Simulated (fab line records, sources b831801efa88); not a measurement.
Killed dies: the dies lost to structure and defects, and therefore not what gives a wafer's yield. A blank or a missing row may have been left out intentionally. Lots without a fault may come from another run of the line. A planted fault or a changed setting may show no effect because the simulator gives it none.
Matching of chambers -- flow gf180mcu -- 4 sister chambers for GF_V3_ETCH_16 on rie-diel-02
The step etches BARC in N2/H2. 4 wafers are shown with their chamber, then 7 later ones without.

WAFERS, EACH WITH ITS CHAMBER
wafer,chamber,oes-product-au (a.u.)
L086.4,0,0.859
L091.2,3,0.859
L093.2,2,0.849
L093.3,1,0.861

WAFERS WITHOUT THEIR CHAMBER
wafer,oes-product-au (a.u.)
L093.6,0.863
L094.2,0.858
L094.4,0.857
L094.5,0.859
L095.1,0.849
L095.3,0.862
L095.6,0.851

WHICH CHAMBER EACH ONE RAN IN
wafer,from the rows above,in truth
L093.6,can't be placed: 1 or 0 or 3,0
L094.2,can't be placed: 0 or 3 or 1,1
L094.4,can't be placed: 0 or 3 or 1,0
L094.5,can't be placed: 0 or 3 or 1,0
L095.1,2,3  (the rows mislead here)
L095.3,can't be placed: 1 or 0 or 3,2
L095.6,2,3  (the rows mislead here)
0 of 7 placed correctly. Unplaceable from these rows: 5, with the true chamber sitting among the candidates in 4. Placed wrongly: 2.
How it was worked out, from the rows above alone: a wafer's distance from a chamber is the root of the sum, over the readings, of the square of ((its reading less the chamber's mean) divided by the reading's scatter). If the next closest chamber is less than 2 further off than the closest, the wafer can't be placed; otherwise it belongs to the closest. The mean given for a chamber averages the wafers shown for that chamber. The scatter: root of mean squared gap, hidden wafer to nearest shown wafer, with one shown wafer a chamber.
